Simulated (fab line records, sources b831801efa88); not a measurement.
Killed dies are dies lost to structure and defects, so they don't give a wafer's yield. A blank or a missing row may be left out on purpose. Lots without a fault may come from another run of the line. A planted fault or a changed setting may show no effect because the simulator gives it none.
Which tool did it? | flow sky130 | 14 lots, 42 wafers sampled, at 5 steps of a route of 708

WHAT THE GAUGES READ, wafer by wafer
SKY_CAPM_RS_MEAS_03: measures by four-point-probe.
lot  | measured     | on            | CAPM_TIN_RS (ohm/sq)
L849 | day 37 15:06 | film_metro-04 | 6.86 6.85 6.93
L850 | day 37 18:12 | film_metro-01 | 6.93 6.97 6.94
L851 | day 38 03:56 | film_metro-01 | 6.88 6.93 6.91
L852 | day 38 04:15 | film_metro-04 | 7.03 7.09 7.00
L853 | day 38 22:46 | film_metro-03 | 6.81 6.91 6.94
L856 | day 39 14:29 | film_metro-03 | 6.86 6.93 6.87
L857 | day 39 18:23 | film_metro-01 | 6.81 6.73 6.91
L858 | day 40 01:46 | film_metro-01 | 6.97 6.79 6.85
L860 | day 40 15:26 | film_metro-04 | 6.92 7.03 7.01
L864 | day 42 14:22 | film_metro-01 | - - -
L865 | day 42 15:54 | film_metro-04 | - - -
L869 | day 43 12:19 | film_metro-04 | 6.98 6.89 7.01
L870 | day 43 18:59 | film_metro-01 | 6.99 6.86 6.88
L871 | day 44 00:36 | film_metro-03 | 7.02 6.88 6.93

SKY_CAPM_THK_MEAS_04: measures by xrf.
lot  | measured     | on            | CAPM_TIN_THK (nm)
L849 | day 37 15:13 | film_metro-04 | 205.3 205.6 203.2
L850 | day 37 18:19 | film_metro-01 | 201.2 200.1 200.7
L851 | day 38 04:03 | film_metro-01 | 199.7 199.2 199.1
L852 | day 38 04:22 | film_metro-04 | 199.7 197.9 200.0
L853 | day 38 22:53 | film_metro-03 | 202.2 199.4 199.8
L856 | day 39 14:36 | film_metro-03 | 202.0 199.8 200.7
L857 | day 39 18:30 | film_metro-01 | 202.7 204.8 199.1
L858 | day 40 01:52 | film_metro-01 | 197.7 203.1 202.0
L860 | day 40 15:33 | film_metro-04 | 202.7 199.4 200.5
L864 | day 42 14:29 | film_metro-01 | <0.0 <0.0 <0.0
L865 | day 42 16:01 | film_metro-04 | <0.0 <0.0 <0.0
L869 | day 43 12:26 | film_metro-04 | 201.7 203.5 200.8
L870 | day 43 19:04 | film_metro-01 | 198.6 201.3 201.0
L871 | day 44 00:43 | film_metro-03 | 198.0 201.2 199.5

WHICH TOOL RAN EACH LOT (tool, then ch and the chambers of the sampled wafers, then the start)
lot  | SKY_METAL2_ETCH_18                | SKY_METAL2_METAL_ETCH_19          | SKY_CAPM_SPUTTER_02
L849 | rie_metal-01 ch 0,1, day 36 09:54 | rie_metal-01 ch 0,1, day 36 09:58 | pvd_sputter-04, day 37 14:59
L850 | rie_metal-02 ch 0,1, day 36 13:17 | rie_metal-02 ch 0,1, day 36 13:20 | pvd_sputter-03, day 37 18:05
L851 | rie_metal-03 ch 0,1, day 36 22:58 | rie_metal-03 ch 0,1, day 36 23:02 | pvd_sputter-04, day 38 03:49
L852 | rie_metal-01 ch 0,1, day 36 23:44 | rie_metal-01 ch 0,1, day 36 23:47 | pvd_sputter-02, day 38 04:08
L853 | rie_metal-02 ch 0,1, day 37 18:09 | rie_metal-02 ch 0,1, day 37 18:13 | pvd_sputter-04, day 38 22:40
L856 | rie_metal-03 ch 0, day 38 08:47   | rie_metal-03 ch 0, day 38 08:55   | pvd_sputter-03, day 39 14:22
L857 | rie_metal-02 ch 0,1, day 38 13:18 | rie_metal-02 ch 0,1, day 38 13:22 | pvd_sputter-04, day 39 18:16
L858 | rie_metal-02 ch 0,1, day 38 21:11 | rie_metal-02 ch 0,1, day 38 21:14 | pvd_sputter-04, day 40 01:38
L860 | rie_metal-02 ch 0,1, day 39 10:23 | rie_metal-02 ch 0,1, day 39 10:26 | pvd_sputter-02, day 40 15:19
L864 | rie_metal-02 ch 0,1, day 41 11:16 | rie_metal-02 ch 0,1, day 41 11:20 | pvd_sputter-04, day 42 14:14
L865 | rie_metal-03 ch 0,1, day 41 11:56 | rie_metal-03 ch 0,1, day 41 11:59 | pvd_sputter-04, day 42 15:47
L869 | rie_metal-01 ch 0,1, day 42 09:12 | rie_metal-01 ch 0,1, day 42 09:16 | pvd_sputter-02, day 43 12:13
L870 | rie_metal-02 ch 0,1, day 42 15:50 | rie_metal-02 ch 0,1, day 42 15:55 | pvd_sputter-03, day 43 18:52
L871 | rie_metal-01 ch 0,1, day 42 22:11 | rie_metal-01 ch 0,1, day 42 22:14 | pvd_sputter-03, day 44 00:29
- SKY_METAL2_ETCH_18: etches BARC in N2/H2, stops on SiO2, time 45.9 s, target depth 60 nm.
- SKY_METAL2_METAL_ETCH_19: etches the open film in Cl2/BCl3, stops on SiO2, target depth 360 nm, time 78 s.
- SKY_CAPM_SPUTTER_02: material TiN, target thk 200 nm, time 166.7 s.

WHAT THE TOOLS THEMSELVES READ (means of the sampled wafers that have a number; where no wafer has one, the mark that the record gives instead)
SKY_METAL2_ETCH_18.
lot  | tool         | drypump_motor_current_A (A) | n2_flow_sccm (sccm) | oes_product_au (a.u.) | throttle_valve_pct (%)
L849 | rie_metal-01 | 5.7                         | 99.91               | 0.855                 | 13.213
L850 | rie_metal-02 | 6.1                         | 100.18              | 0.854                 | 13.229
L851 | rie_metal-03 | 5.1                         | 100.08              | 0.857                 | 13.223
L852 | rie_metal-01 | 5.7                         | 100.04              | 0.854                 | 13.230
L853 | rie_metal-02 | 6.1                         | 100.18              | 0.855                 | 13.210
L856 | rie_metal-03 | 5.2                         | 100.36              | 0.855                 | 13.227
L857 | rie_metal-02 | 6.1                         | 99.98               | 0.856                 | 13.233
L858 | rie_metal-02 | 5.9                         | 100.24              | 0.850                 | 13.224
L860 | rie_metal-02 | 6.0                         | 100.16              | 0.853                 | 13.220
L864 | rie_metal-02 | 5.9                         | 99.87               | 0.854                 | 13.226
L865 | rie_metal-03 | 5.1                         | 99.92               | 0.857                 | 13.223
L869 | rie_metal-01 | 5.5                         | 99.95               | 0.851                 | 13.225
L870 | rie_metal-02 | 6.0                         | 99.84               | 0.858                 | 13.222
L871 | rie_metal-01 | 5.7                         | 100.33              | 0.856                 | 13.226

SKY_METAL2_METAL_ETCH_19.
lot  | tool         | drypump_motor_current_A (A) | oes_product_au (a.u.) | throttle_valve_pct (%)
L849 | rie_metal-01 | 5.7                         | 0.853                 | 22.260
L850 | rie_metal-02 | 6.1                         | 0.854                 | 22.268
L851 | rie_metal-03 | 5.1                         | 0.848                 | 22.270
L852 | rie_metal-01 | 5.7                         | 0.854                 | 22.261
L853 | rie_metal-02 | 6.1                         | 0.843                 | 22.262
L856 | rie_metal-03 | 5.2                         | 0.862                 | 22.266
L857 | rie_metal-02 | 6.1                         | 0.848                 | 22.269
L858 | rie_metal-02 | 5.9                         | 0.853                 | 22.259
L860 | rie_metal-02 | 5.9                         | 0.842                 | 22.263
L864 | rie_metal-02 | 5.9                         | 0.848                 | 22.264
L865 | rie_metal-03 | 5.1                         | 0.855                 | 22.261
L869 | rie_metal-01 | 5.5                         | 0.842                 | 22.267
L870 | rie_metal-02 | 5.9                         | 0.855                 | 22.270
L871 | rie_metal-01 | 5.7                         | 0.857                 | 22.262

SKY_CAPM_SPUTTER_02.
lot  | tool           | cathode_dc_power_W (W) | chamber_pressure_pa (Pa) | throttle_valve_pct (%)
L849 | pvd_sputter-04 | 6501.4                 | 0.4005                   | 29.0
L850 | pvd_sputter-03 | 6500.9                 | 0.4005                   | 28.3
L851 | pvd_sputter-04 | 6499.9                 | 0.4002                   | 30.0
L852 | pvd_sputter-02 | 6500.4                 | 0.4000                   | 29.8
L853 | pvd_sputter-04 | 6499.8                 | 0.3994                   | 29.2
L856 | pvd_sputter-03 | 6499.5                 | 0.4006                   | 29.8
L857 | pvd_sputter-04 | 6500.3                 | 0.3999                   | 30.5
L858 | pvd_sputter-04 | 6499.5                 | 0.4010                   | 29.6
L860 | pvd_sputter-02 | 6499.5                 | 0.3997                   | 29.7
L864 | pvd_sputter-04 | -                      | -                        | -
L865 | pvd_sputter-04 | -                      | -                        | -
L869 | pvd_sputter-02 | 6499.3                 | 0.3998                   | 29.4
L870 | pvd_sputter-03 | 6500.7                 | 0.3998                   | 29.1
L871 | pvd_sputter-03 | 6499.8                 | 0.4002                   | 29.0

THE ANSWER, worked out from the rows above alone
Rule: what is usual is taken from the lots themselves. Put in order of their means at a reading, lots are off if they are a third of the lots or fewer, leave a main group of 4 or more, and stand apart from it by a gap of 3 or more times the standard deviation of the main group's means; of several such gaps the widest counts. A main group whose means are all the same, to the digits that the tables above print for the reading, isn't used. A lot without any number at a reading at which 4 lots or more have one is off too. The other lots that the step has rows for count as sound. The gauges are gone through in route order, then the tools' own readings, and for those a lot's mean is taken as printed above. The first step at which some lot is off is used, and at that step the reading that is off furthest; a lot without a number counts as furthest.
Off: L864, L865, at SKY_CAPM_RS_MEAS_03 (CAPM_TIN_RS). Without a number there: L864, L865. The main group: mean 6.92 ohm/sq, standard deviation 0.057.
A tool fits if, at a process step before that reading, it ran every lot that is off, and no sound lot after the first of them. The gauges at SKY_CAPM_RS_MEAS_03 aren't tried: what is off there is off at SKY_CAPM_SPUTTER_02 too, on other tools, and a gauge's error can't cause that. One fits: pvd_sputter-04 at SKY_CAPM_SPUTTER_02. Its last sound lot is L858 (day 40 01:38), its first lot that is off L864 (day 42 14:14): a fault that began between those two fits.
Blank at SKY_CAPM_SPUTTER_02 on the lots that are off, where sound lots have numbers: cathode_dc_power_W, chamber_pressure_pa, throttle_valve_pct.

WHAT THE SIMULATOR HAD PUT IN
Skipped step whole: pvd_sputter-04, from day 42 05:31 on, at SKY_CAPM_SPUTTER_02. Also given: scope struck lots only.
Lots struck among those shown: L864, L865. The rule above found the same.
